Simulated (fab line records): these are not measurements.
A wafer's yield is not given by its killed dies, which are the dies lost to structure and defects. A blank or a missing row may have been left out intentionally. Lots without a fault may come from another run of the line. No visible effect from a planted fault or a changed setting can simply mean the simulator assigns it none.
fab line records	flow sky130
[record] lots = 12	wafers = 36	last-day = 50
route steps=708 shown VIA3@575 VIA4@652 PAD_OPEN@708
lots that met no fault: taken from a fault-free run of the same line
start-h: hours from the record's first day to the start of the lot's first wafer shown	wait-h: time in hours since the lot's previous step	" the same as in the row above	L1.1+2: several wafers, shown together as one row	- no value, or no start given	* or withheld: withheld	< > ~ a bound
route shown NAME@n: a module of which the file shows steps, and the number in the route of the first	usual: average and standard deviation across the fault-free wafers	same: alike in all rows	chamber/n: place in a boat	sites: per-site readings	_std_site: how widely they spread, as a standard deviation	_edge_site: inner sites' mean taken away from outer sites' mean	radius-mm: how far each site lies from the wafer's centre	mask NAME#n: copy n	behind: tool/chamber where the wafer was last shaped	hold: what put the lot on hold/how long, in hours/how the hold closed	device: transistor that didn't switch, given as n, p or np	end of line: the route-end tests of the same wafers	step lacking rows: just its recipe	killed: not the wafer's yield, but the dies lost to structure and defects at the first sort	map: per-die view of a wafer (x killed, . not killed, _ where there is no die)
set.NAME: the setting the step ran with; set.NAME@STEP: the setting that earlier step ran with	model.NAME: the simulator's own value behind a step, which no gauge read
steps of the route over a sample of lots; a table a step, a row a wafer
services: from which hour (start-h, from the record's first day; less than 0 if before it) a tool's chamber was out of use, for how many hours, and why
[[steps]]
[step SKY_VIA3_CMP_02]
[recipe] material = SiO2	down-force-psi = 4	platen-rpm = 60	pad-velocity-m-s = 0.94248
[usual] motor-current-A = 11.7/0.85
lot.wafer	tool	chamber	start-h	wait-h	motor-current-A
L403.2	cmp-01	1	937.10	0.0	12.2
L403.4	"	3	"	"	12.6
L403.5	"	1	"	"	12.2
L404.2	cmp-02	3	940.27	0.1	10.5
L404.1	"	0	"	"	11.6
L404.5	"	3	"	"	10.1
L406.1	cmp-01	0	951.46	0.1	10.9
L406.4	"	1	"	"	12.2
L406.3	"	2	"	"	12.1
L409.2	cmp-01	0	970.02	0.1	11.0
L409.1	"	1	"	"	11.5
L409.6	"	3	"	"	12.1
L410.4	cmp-02	2	975.26	0.0	12.1
L410.6	"	2	"	"	11.5
L410.5	"	3	"	"	10.0
L412.2	cmp-01	2	993.33	0.1	12.2
L412.4	"	0	"	"	11.0
L412.6	"	2	"	"	12.6
L413.4	cmp-02	3	1000.81	0.1	10.1
L413.3	"	1	"	"	12.2
L413.6	"	2	"	"	12.3
L415.4	cmp-02	1	1005.18	0.1	12.6
L415.2	"	3	"	"	9.8
L415.5	"	1	"	"	12.5
L414.2	cmp-02	3	1008.21	0.0	9.8
L414.6	"	3	"	"	10.2
L414.5	"	0	"	"	11.1
L421.4	cmp-01	1	1044.91	0.0	12.1
L421.2	"	2	"	"	12.4
L421.6	"	1	"	"	13.2
L422.2	cmp-02	2	1050.44	0.0	11.9
L422.3	"	1	"	"	12.3
L422.5	"	3	"	"	10.3
L423.3	cmp-02	2	1051.63	0.1	12.0
L423.1	"	0	"	"	11.0
L423.6	"	2	"	"	11.2
[step SKY_VIA3_RS_MEAS_22]
[recipe] thk-meas-gauge = four-point-probe	reads = W_of_VIA3_CVD_21+TiN_of_VIA3_SPUTTER_20
[usual] VIA3_W_RS = 0.293/0.0044
lot.wafer	tool	chamber	start-h	wait-h	VIA3_W_RS[ohm/sq]
L403.2	film-metro-03	-	962.64	0.1	0.289
L403.4	"	-	"	"	0.296
L403.5	"	-	"	"	0.292
L404.1	film-metro-04	-	966.19	0.1	0.294
L404.2	"	-	"	"	0.289
L404.5	"	-	"	"	0.294
L406.1	film-metro-03	-	976.65	0.1	0.294
L406.3	"	-	"	"	0.289
L406.4	"	-	"	"	0.295
L409.1	film-metro-01	-	995.19	0.1	0.301
L409.2	"	-	"	"	0.289
L409.6	"	-	"	"	0.301
L410.4	film-metro-04	-	1001.25	0.1	0.295
L410.5	"	-	"	"	0.284
L410.6	"	-	"	"	0.292
L412.2	film-metro-01	-	1017.32	0.1	0.290
L412.4	"	-	"	"	0.289
L412.6	"	-	"	"	0.298
L413.3	film-metro-04	-	1025.38	0.1	0.296
L413.4	"	-	"	"	0.289
L413.6	"	-	"	"	0.286
L415.2	film-metro-04	-	1029.72	0.1	0.297
L415.4	"	-	"	"	0.291
L415.5	"	-	"	"	0.299
L414.2	film-metro-04	-	1033.19	0.1	0.305
L414.5	"	-	"	"	0.297
L414.6	"	-	"	"	0.295
L421.2	film-metro-03	-	1068.44	0.2	0.291
L421.4	"	-	"	"	0.292
L421.6	"	-	"	"	0.297
L422.2	film-metro-03	-	1074.15	0.1	0.291
L422.3	"	-	"	"	0.296
L422.5	"	-	"	"	0.294
L423.1	film-metro-04	-	1075.59	0.1	0.290
L423.3	"	-	"	"	0.293
L423.6	"	-	"	"	0.294
[step SKY_VIA3_THK_MEAS_23]
[recipe] thk-meas-gauge = xrf	reads = W_of_VIA3_CVD_21
[usual] VIA3_W_THK = 387/5.8
lot.wafer	tool	chamber	start-h	wait-h	VIA3_W_THK[nm]
L403.2	film-metro-03	-	962.75	0.1	392
L403.4	"	-	"	"	382
L403.5	"	-	"	"	384
L404.1	film-metro-04	-	966.31	0.1	383
L404.2	"	-	"	"	390
L404.5	"	-	"	"	384
L406.1	film-metro-03	-	976.77	0.1	383
L406.3	"	-	"	"	390
L406.4	"	-	"	"	382
L409.1	film-metro-01	-	995.31	0.1	381
L409.2	"	-	"	"	398
L409.6	"	-	"	"	379
L410.4	film-metro-04	-	1001.34	0.1	385
L410.5	"	-	"	"	397
L410.6	"	-	"	"	387
L412.2	film-metro-01	-	1017.43	0.1	394
L412.4	"	-	"	"	392
L412.6	"	-	"	"	384
L413.3	film-metro-04	-	1025.48	0.1	386
L413.4	"	-	"	"	394
L413.6	"	-	"	"	400
L415.2	film-metro-04	-	1029.83	0.1	384
L415.4	"	-	"	"	392
L415.5	"	-	"	"	381
L414.2	film-metro-04	-	1033.30	0.1	372
L414.5	"	-	"	"	385
L414.6	"	-	"	"	388
L421.2	film-metro-03	-	1068.55	0.1	389
L421.4	"	-	"	"	386
L421.6	"	-	"	"	380
L422.2	film-metro-03	-	1074.26	0.1	389
L422.3	"	-	"	"	382
L422.5	"	-	"	"	383
L423.1	film-metro-04	-	1075.71	0.1	397
L423.3	"	-	"	"	388
L423.6	"	-	"	"	391
[step SKY_VIA4_STRIP_13]
[recipe] chemistry = O2/N2	power-w = 1400	pressure-mtorr = 1500	platen-temp-c = withheld	o2-flow-sccm = 3000	n2-flow-sccm = 300	overash-fraction = 0.5
[usual] chamber-pressure-mTorr = 1500.1/1.5	drypump-motor-current-A = 5.6/0.52	oes-product-au = 0.709/0.0045	strip-time-to-endpoint-s = 12.81/0.032
lot.wafer	tool	chamber	start-h	wait-h	chamber-pressure-mTorr	drypump-motor-current-A	oes-product-au	rf-hours-counter-h	strip-time-to-endpoint-s
L403.2	plasma-asher-02	1	1036.62	-	1496.6	6.0	0.710	29	12.81
L403.4	"	1	"	"	1500.7	6.1	0.709	-	12.82
L403.5	"	0	"	"	1500.0	5.8	0.698	-	12.80
L404.1	plasma-asher-02	0	1039.42	-	1499.0	5.7	0.715	29	12.80
L404.2	"	1	"	"	1499.9	6.1	0.707	29	12.78
L404.5	"	1	"	"	1498.8	6.0	0.708	-	12.75
L406.1	plasma-asher-03	1	1049.69	-	1501.2	5.4	0.704	90	12.81
L406.3	"	0	"	"	1502.1	5.3	0.707	-	12.84
L406.4	"	1	"	"	1499.7	5.4	0.701	-	12.76
L409.1	plasma-asher-04	0	1065.87	-	1501.4	6.2	0.710	60	12.86
L409.2	"	1	"	"	1499.9	4.8	0.711	60	12.91
L409.6	"	1	"	"	1498.6	4.8	0.719	-	12.87
L410.4	plasma-asher-03	0	1072.65	-	1500.4	5.3	0.712	-	12.82
L410.5	"	1	"	"	1499.2	5.4	0.710	-	12.78
L410.6	"	0	"	"	1500.8	5.3	0.713	-	12.79
L412.2	plasma-asher-02	0	1086.92	-	1499.5	5.8	0.716	34	12.86
L412.4	"	0	"	"	1504.1	5.7	0.703	-	12.85
L412.6	"	1	"	"	1501.0	6.1	0.717	-	12.91
L413.3	plasma-asher-03	1	1095.15	-	-	-	-	-	-
L413.4	"	0	"	"	-	-	-	-	-
L413.6	"	0	"	"	-	-	-	-	-
L415.2	plasma-asher-04	1	1098.19	-	-	-	-	-	-
L415.4	"	1	"	"	-	-	-	-	-
L415.5	"	1	"	"	-	-	-	-	-
L414.2	plasma-asher-04	1	1099.87	-	1498.9	4.8	0.703	64	12.81
L414.5	"	0	"	"	1502.3	6.3	0.706	-	12.82
L414.6	"	1	"	"	1499.5	4.8	0.707	-	12.82
L421.2	plasma-asher-03	1	1132.94	-	1497.6	5.4	0.706	98	12.77
L421.4	"	0	"	"	1498.3	5.3	0.705	-	12.81
L421.6	"	0	"	"	1502.5	5.3	0.705	-	12.79
L422.2	plasma-asher-04	1	1137.37	-	1499.1	4.8	0.706	67	12.84
L422.3	"	1	"	"	1499.5	4.8	0.713	-	12.80
L422.5	"	0	"	"	1499.8	6.2	0.714	-	12.80
L423.1	plasma-asher-04	1	1139.47	-	1500.0	4.8	0.707	67	12.80
L423.3	"	0	"	"	1500.0	6.2	0.710	-	12.84
L423.6	"	0	"	"	1501.1	6.2	0.703	-	12.82
[step SKY_PAD_OPEN_PROBE_99]
[usual] defect-limited-yield = 82.6/1.9	killed_at_M0_to_M3 = 43/7.1	killed_at_M4_up = 3.0/1.6	killed-at-contacts = 24/5.3	killed-at-front-end = 16/4.1	killed-at-other = 0.5/0.82	killed-dies = 86/9.4	killed-on-rim = 17/4.1	killed-open = 46/6.9	killed-short = 39/6.5	sort_bin_3_pad_short = 0.9/0.45	sort_bin_5_function = 10.3/1.5	sort_bin_6_memory = 6.2/1.1	sort-n-pass = 406/9.4	sort-yield-pct = 82.6/1.9
[same] gross-dies = 492	killed-at-back-side = 0	sort_bin_4_leakage[%] = 0	sort_bin_8_speed[%] = 0
lot.wafer	tool	chamber	start-h	wait-h	defect-limited-yield[%]	killed_at_M0_to_M3	killed_at_M4_up	killed-at-contacts	killed-at-front-end	killed-at-other	killed-dies	killed-on-rim	killed-open	killed-short	sort_bin_3_pad_short[%]	sort_bin_5_function[%]	sort_bin_6_memory[%]	sort-n-pass	sort-yield-pct[%]
L403.2	prober-01	-	1106.57	0.1	80.9	41	4	31	18	0	94	25	55	39	0.4	11.6	7.1	398	80.9
L403.4	prober-01	-	1106.67	0.2	84.8	36	2	23	14	0	75	16	40	35	1.4	7.9	5.9	417	84.8
L403.5	prober-01	-	1106.72	0.2	83.1	37	3	28	15	0	83	16	42	41	0.4	10.8	5.7	409	83.1
L404.1	prober-02	-	1108.43	0.1	80.7	41	6	26	20	2	95	23	54	39	1.4	10.2	7.7	397	80.7
L404.2	prober-02	-	1108.48	0.1	81.5	46	2	27	13	3	91	18	34	54	1.6	11.4	5.5	401	81.5
L404.5	prober-02	-	1108.63	0.2	86.4	32	3	22	9	1	67	13	37	29	1.4	7.9	4.3	425	86.4
L406.1	prober-02	-	1118.23	0.1	83.1	42	7	19	14	1	83	22	43	38	1.0	10.4	5.5	409	83.1
L406.3	prober-02	-	1118.33	0.2	84.8	37	3	15	20	0	75	12	40	35	0.8	10.4	4.1	417	84.8
L406.4	prober-02	-	1118.38	0.2	81.1	45	2	27	19	0	93	20	52	41	0.8	12.0	6.1	399	81.1
L409.1	prober-01	-	1132.38	0.1	84.8	35	3	22	15	0	75	22	41	34	0.4	9.1	5.7	417	84.8
L409.2	prober-01	-	1132.43	0.1	81.1	57	2	19	15	0	93	20	50	43	1.4	9.8	7.7	399	81.1
L409.6	prober-01	-	1132.63	0.2	83.9	55	1	16	7	0	79	16	48	31	0.8	8.9	6.3	413	83.9
L410.4	prober-02	-	1139.11	0.2	82.9	47	4	14	19	0	84	9	50	34	0.4	11.8	4.9	408	82.9
L410.5	prober-02	-	1139.16	0.2	81.9	49	3	19	18	0	89	11	55	34	0.6	10.6	6.9	403	81.9
L410.6	prober-02	-	1139.21	0.2	83.3	50	1	16	15	0	82	20	48	34	0.6	9.8	6.3	410	83.3
L412.2	prober-02	-	1150.62	0.1	86.0	31	5	22	11	0	69	10	44	23	0.2	8.7	5.1	423	86.0
L412.4	prober-02	-	1150.72	0.2	83.7	43	1	22	14	0	80	20	37	42	0.8	11.2	4.3	412	83.7
L412.6	prober-02	-	1150.82	0.2	81.9	41	3	28	17	0	89	16	43	45	1.6	9.6	6.9	403	81.9
L413.3	prober-01	-	1157.30	0.2	0.2	10	473	6	2	0	491	96	8	10	22.4	74.2	3.3	1	0.2
L413.4	prober-01	-	1157.35	0.2	0.4	12	469	5	4	0	490	96	10	11	24.8	72.6	2.2	2	0.4
L413.6	prober-01	-	1157.45	0.2	0.4	10	469	8	3	0	490	95	9	12	26.2	69.9	3.5	2	0.4
L415.2	prober-02	-	1160.08	0.1	0.6	7	471	8	3	0	489	95	13	7	25.4	71.5	2.4	3	0.6
L415.4	prober-02	-	1160.18	0.2	0.6	13	467	3	5	1	489	95	11	11	22.0	74.2	3.3	3	0.6
L415.5	prober-02	-	1160.23	0.2	0.4	8	478	2	2	0	490	96	12	1	22.6	74.8	2.2	2	0.4
L414.2	prober-01	-	1162.34	0.1	80.1	51	2	32	13	0	98	18	50	48	0.2	11.4	8.3	394	80.1
L414.5	prober-01	-	1162.49	0.2	81.3	47	6	18	20	1	92	19	50	42	0.6	11.4	6.7	400	81.3
L414.6	prober-01	-	1162.54	0.2	77.4	60	0	23	28	0	111	23	57	54	1.6	13.0	7.9	381	77.4
L421.2	prober-02	-	1189.97	0.1	85.4	33	1	22	15	1	72	9	38	34	0.8	8.3	5.5	420	85.4
L421.4	prober-02	-	1190.07	0.2	80.9	54	1	21	18	0	94	23	48	46	1.2	12.0	5.9	398	80.9
L421.6	prober-02	-	1190.17	0.2	85.0	31	3	18	22	0	74	10	35	39	0.8	7.9	6.3	418	85.0
L422.2	prober-02	-	1193.86	0.1	80.5	50	3	30	13	0	96	18	51	45	1.6	11.8	6.1	396	80.5
L422.3	prober-02	-	1193.91	0.2	81.3	42	3	27	20	0	92	18	49	43	0.6	11.4	6.7	400	81.3
L422.5	prober-02	-	1194.01	0.2	84.8	34	2	23	15	1	75	8	43	32	0.6	8.1	6.5	417	84.8
L423.1	prober-01	-	1196.14	0.1	82.7	38	6	22	18	1	85	19	42	40	0.8	9.8	6.7	407	82.7
L423.3	prober-01	-	1196.24	0.2	85.8	40	2	14	14	0	70	15	42	28	0.4	10.2	3.7	422	85.8
L423.6	prober-01	-	1196.39	0.2	82.5	42	7	24	13	0	86	14	50	35	0.8	9.3	7.3	406	82.5
// killed by level:class
L403.2 CONTACT:geometric-particle:open=12 LI_CONTACT:geometric-particle:open=9 VIA1:geometric-particle:open=8 VIA3:geometric-particle:open=8 VIA2:geometric-particle:open=6 VIA1:geometric-particle:short=5 POLY_GATE:geometric-particle:open=4 POLY_GATE:geometric-particle:short=4
L403.4 VIA3:geometric-particle:open=8 CONTACT:geometric-particle:open=7 VIA1:geometric-particle:open=7 CONTACT:geometric-particle:short=6 FIELD_ISO:geometric-particle:open=5 LI_CONTACT:geometric-particle:open=5 METAL1:geometric-particle:short=5 LOCAL_INTERCONNECT:geometric-particle:short=4
L403.5 CONTACT:geometric-particle:short=8 VIA1:geometric-particle:open=8 CONTACT:geometric-particle:open=7 FIELD_ISO:geometric-particle:open=6 METAL1:geometric-particle:short=6 LI_CONTACT:geometric-particle:open=5 METAL2:geometric-particle:short=5 FIELD_ISO:geometric-particle:short=4
L404.1 CONTACT:geometric-particle:open=15 POLY_GATE:geometric-particle:short=10 LI_CONTACT:geometric-particle:open=7 VIA2:geometric-particle:open=7 METAL2:geometric-particle:short=6 METAL1:geometric-particle:short=6 VIA1:geometric-particle:open=6 VIA3:geometric-particle:open=6
L404.2 LOCAL_INTERCONNECT:geometric-particle:short=8 CONTACT:geometric-particle:short=8 METAL1:geometric-particle:short=7 METAL2:geometric-particle:short=6 FIELD_ISO:geometric-particle:open=5 VIA1:geometric-particle:short=5 CONTACT:geometric-particle:open=5 VIA1:geometric-particle:open=5
L404.5 CONTACT:geometric-particle:open=13 VIA2:geometric-particle:open=6 VIA1:geometric-particle:short=5 VIA1:geometric-particle:open=5 LI_CONTACT:geometric-particle:open=4 METAL2:geometric-particle:short=4 LOCAL_INTERCONNECT:geometric-particle:short=3 METAL1:geometric-particle:short=3
L406.1 VIA1:geometric-particle:open=16 CONTACT:geometric-particle:open=7 METAL4:geometric-particle:short=6 VIA3:geometric-particle:open=6 FIELD_ISO:geometric-particle:short=5 VIA1:geometric-particle:short=5 VIA2:geometric-particle:open=5 LI_CONTACT:geometric-particle:open=4
L406.3 CONTACT:geometric-particle:open=9 METAL1:geometric-particle:short=8 VIA1:geometric-particle:open=7 FIELD_ISO:geometric-particle:short=6 VIA3:geometric-particle:open=6 POLY_GATE:geometric-particle:open=5 FIELD_ISO:geometric-particle:open=4 VIA1:geometric-particle:short=4
L406.4 CONTACT:geometric-particle:open=12 VIA1:geometric-particle:open=11 LOCAL_INTERCONNECT:geometric-particle:short=7 VIA3:geometric-particle:open=7 METAL1:geometric-particle:short=6 VIA1:geometric-particle:short=6 METAL2:geometric-particle:short=6 FIELD_ISO:geometric-particle:open=5
L409.1 VIA1:geometric-particle:open=9 CONTACT:geometric-particle:open=8 VIA2:geometric-particle:open=8 LOCAL_INTERCONNECT:geometric-particle:short=5 VIA3:geometric-particle:open=5 METAL2:geometric-particle:short=5 FIELD_ISO:geometric-particle:open=4 POLY_GATE:geometric-particle:open=4
L409.2 VIA1:geometric-particle:open=14 VIA2:geometric-particle:open=12 METAL2:geometric-particle:short=10 CONTACT:geometric-particle:open=8 VIA1:geometric-particle:short=7 METAL1:geometric-particle:short=6 CONTACT:geometric-particle:short=5 FIELD_ISO:geometric-particle:open=4
L409.6 VIA1:geometric-particle:open=14 VIA2:geometric-particle:open=12 METAL2:geometric-particle:short=7 VIA1:geometric-particle:short=5 VIA3:geometric-particle:open=5 FIELD_ISO:geometric-particle:open=4 CONTACT:geometric-particle:open=4 METAL3:geometric-particle:short=4
L410.4 VIA1:geometric-particle:open=11 FIELD_ISO:geometric-particle:open=9 METAL1:geometric-particle:short=8 CONTACT:geometric-particle:open=7 POLY_GATE:geometric-particle:open=5 VIA1:geometric-particle:short=4 METAL2:geometric-particle:open=4 METAL1:geometric-particle:open=4
L410.5 VIA2:geometric-particle:open=9 VIA3:geometric-particle:open=8 METAL1:geometric-particle:short=7 VIA1:geometric-particle:open=7 LI_CONTACT:geometric-particle:open=6 CONTACT:geometric-particle:short=5 POLY_GATE:geometric-particle:open=5 VIA1:geometric-particle:short=5
L410.6 VIA2:geometric-particle:open=11 VIA1:geometric-particle:open=10 VIA3:geometric-particle:open=8 METAL2:geometric-particle:short=5 CONTACT:geometric-particle:open=5 LI_CONTACT:geometric-particle:short=4 LI_CONTACT:geometric-particle:open=4 VIA3:geometric-particle:short=4
L412.2 CONTACT:geometric-particle:open=13 VIA1:geometric-particle:open=11 LI_CONTACT:geometric-particle:open=5 VIA1:geometric-particle:short=5 FIELD_ISO:geometric-particle:open=4 METAL2:geometric-particle:short=4 POLY_GATE:geometric-particle:short=3 CONTACT:geometric-particle:short=2
L412.4 CONTACT:geometric-particle:open=10 METAL2:geometric-particle:short=9 VIA3:geometric-particle:open=7 VIA1:geometric-particle:open=7 LOCAL_INTERCONNECT:geometric-particle:short=6 VIA1:geometric-particle:short=5 VIA3:geometric-particle:short=5 FIELD_ISO:geometric-particle:open=4
L412.6 VIA1:geometric-particle:open=11 CONTACT:geometric-particle:open=7 FIELD_ISO:geometric-particle:open=6 LI_CONTACT:geometric-particle:open=6 CONTACT:geometric-particle:short=6 METAL1:geometric-particle:short=6 METAL2:geometric-particle:short=6 LI_CONTACT:geometric-particle:short=5
L413.3 VIA4:plasma-strip-residue=473 VIA1:geometric-particle:open=3 CONTACT:geometric-particle:short=2 CONTACT:geometric-particle:open=2 VIA1:geometric-particle:short=2 VIA2:geometric-particle:open=2 FIELD_ISO:geometric-particle:open=1 POLY_GATE:geometric-particle:short=1
L413.4 VIA4:plasma-strip-residue=469 VIA2:geometric-particle:short=2 LOCAL_INTERCONNECT:geometric-particle:short=2 METAL2:geometric-particle:short=2 VIA1:geometric-particle:open=2 VIA3:geometric-particle:open=2 FIELD_ISO:geometric-particle:short=1 FIELD_ISO:geometric-particle:open=1
L413.6 VIA4:plasma-strip-residue=469 FIELD_ISO:geometric-particle:short=2 LI_CONTACT:geometric-particle:open=2 LOCAL_INTERCONNECT:geometric-particle:short=2 CONTACT:geometric-particle:open=2 METAL1:geometric-particle:short=2 FIELD_ISO:geometric-particle:open=1 METAL1:geometric-particle:open=1
L415.2 VIA4:plasma-strip-residue=469 LI_CONTACT:geometric-particle:open=3 CONTACT:geometric-particle:open=3 METAL4:geometric-particle:open=2 CONTACT:geometric-particle:short=2 VIA1:geometric-particle:open=2 FIELD_ISO:geometric-particle:short=1 FIELD_ISO:geometric-particle:open=1
L415.4 VIA4:plasma-strip-residue=467 FIELD_ISO:geometric-particle:open=2 VIA1:geometric-particle:open=2 VIA2:geometric-particle:open=2 VIA3:geometric-particle:short=2 FIELD_ISO:geometric-particle:short=1 POLY_GATE:geometric-particle:open=1 POLY_CUT:geometric-particle:short=1
L415.5 VIA4:plasma-strip-residue=477 VIA2:geometric-particle:open=5 FIELD_ISO:geometric-particle:open=2 LI_CONTACT:geometric-particle:open=2 METAL1:geometric-particle:open=1 VIA1:geometric-particle:open=1 VIA3:geometric-particle:open=1 METAL4:geometric-particle:short=1
L414.2 CONTACT:geometric-particle:open=9 LI_CONTACT:geometric-particle:open=9 METAL1:geometric-particle:short=9 VIA3:geometric-particle:open=8 VIA1:geometric-particle:open=7 VIA2:geometric-particle:open=7 VIA1:geometric-particle:short=6 VIA3:geometric-particle:short=6
L414.5 VIA2:geometric-particle:open=10 CONTACT:geometric-particle:open=9 VIA1:geometric-particle:open=7 POLY_GATE:geometric-particle:short=6 METAL4:geometric-particle:short=6 VIA3:geometric-particle:open=6 VIA1:geometric-particle:short=5 FIELD_ISO:geometric-particle:short=4
L414.6 POLY_GATE:geometric-particle:open=9 VIA1:geometric-particle:open=9 VIA2:geometric-particle:open=9 METAL2:geometric-particle:short=8 VIA1:geometric-particle:short=7 CONTACT:geometric-particle:short=7 CONTACT:geometric-particle:open=7 POLY_GATE:geometric-particle:short=6
L421.2 VIA1:geometric-particle:open=9 METAL1:geometric-particle:short=8 LI_CONTACT:geometric-particle:open=7 LOCAL_INTERCONNECT:geometric-particle:short=6 VIA2:geometric-particle:open=5 POLY_GATE:geometric-particle:open=4 CONTACT:geometric-particle:open=4 FIELD_ISO:geometric-particle:open=3
L421.4 VIA1:geometric-particle:open=12 VIA1:geometric-particle:short=9 VIA3:geometric-particle:open=6 CONTACT:geometric-particle:short=6 METAL1:geometric-particle:short=6 FIELD_ISO:geometric-particle:short=5 CONTACT:geometric-particle:open=5 VIA2:geometric-particle:open=5
L421.6 CONTACT:geometric-particle:open=10 FIELD_ISO:geometric-particle:short=7 METAL2:geometric-particle:short=7 FIELD_ISO:geometric-particle:open=6 METAL3:geometric-particle:short=5 POLY_GATE:geometric-particle:open=4 METAL1:geometric-particle:short=4 VIA1:geometric-particle:open=4
L422.2 CONTACT:geometric-particle:open=13 VIA1:geometric-particle:open=9 VIA2:geometric-particle:open=9 CONTACT:geometric-particle:short=7 VIA1:geometric-particle:short=6 VIA3:geometric-particle:short=6 VIA3:geometric-particle:open=6 LI_CONTACT:geometric-particle:open=5
L422.3 CONTACT:geometric-particle:open=13 FIELD_ISO:geometric-particle:open=8 VIA1:geometric-particle:open=8 VIA2:geometric-particle:short=7 VIA3:geometric-particle:open=7 METAL2:geometric-particle:short=6 FIELD_ISO:geometric-particle:short=5 LOCAL_INTERCONNECT:geometric-particle:short=5
L422.5 CONTACT:geometric-particle:open=8 VIA3:geometric-particle:open=7 CONTACT:geometric-particle:short=6 LI_CONTACT:geometric-particle:open=5 VIA2:geometric-particle:open=5 METAL1:geometric-particle:short=5 VIA1:geometric-particle:open=4 METAL2:geometric-particle:short=4
L423.1 VIA1:geometric-particle:open=15 VIA3:geometric-particle:open=9 METAL4:geometric-particle:short=6 LOCAL_INTERCONNECT:geometric-particle:short=5 FIELD_ISO:geometric-particle:short=4 FIELD_ISO:geometric-particle:open=4 POLY_GATE:geometric-particle:open=4 LI_CONTACT:geometric-particle:open=4
L423.3 VIA1:geometric-particle:open=11 CONTACT:geometric-particle:open=8 METAL2:geometric-particle:short=7 FIELD_ISO:geometric-particle:open=6 VIA3:geometric-particle:open=6 METAL1:geometric-particle:short=6 LI_CONTACT:geometric-particle:open=5 FIELD_ISO:geometric-particle:short=4
L423.6 VIA1:geometric-particle:open=12 CONTACT:geometric-particle:open=9 LI_CONTACT:geometric-particle:open=7 VIA3:geometric-particle:open=7 FIELD_ISO:geometric-particle:open=6 VIA1:geometric-particle:short=6 METAL4:geometric-particle:short=6 VIA2:geometric-particle:open=5
[[services]]
tool	chamber	start-h	hours	kind
cmp-02	-	916.00	-	consumable-replace:conditioner
cmp-02	-	916.00	-	consumable-replace:pad
plasma-asher-04	-	948.38	13.0	repair
cmp-02	-	1022.08	1.4	repair
cmp-01	-	1040.37	1.5	repair
cmp-02	-	1046.99	1.3	repair
cmp-01	-	1062.29	2.8	repair
cmp-02	-	1077.78	4.0	pm
cmp-01	-	1081.48	1.2	repair
cmp-01	-	1084.00	4.0	pm
cmp-01	-	1088.00	-	consumable-replace:conditioner
cmp-01	-	1088.00	-	consumable-replace:pad
cmp-01	-	1110.09	0.9	repair
cmp-01	-	1138.68	4.6	repair
[[key]]
[first-sign] step = SKY_VIA4_STRIP_13	reading = tool-record	direction = missing
[effect] step = SKY_PAD_OPEN_PROBE_99	reading = killed_at_M4_up	direction = up	sigmas = 99+	usual = 3.0	struck = 471.2
met-at SKY_VIA4_STRIP_13
struck-lots L413,L415
later-rows-left-out L413.3,L413.4,L413.6,L415.2,L415.4,L415.5
not-acting-at SKY_VIA3_CMP_02,SKY_VIA3_RS_MEAS_22,SKY_VIA3_THK_MEAS_23
onset-between 1072.65 1095.15
[fault] kind = skipped-step-whole	tool = plasma-asher-03,plasma-asher-04	chamber = -	onset-h = 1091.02	steps = SKY_VIA4_STRIP_13	scope = struck-lots-only
// later-rows-left-out: the simulator's readings of these wafers behind a module that went badly wrong aren't trusted and aren't shown, but for the sort
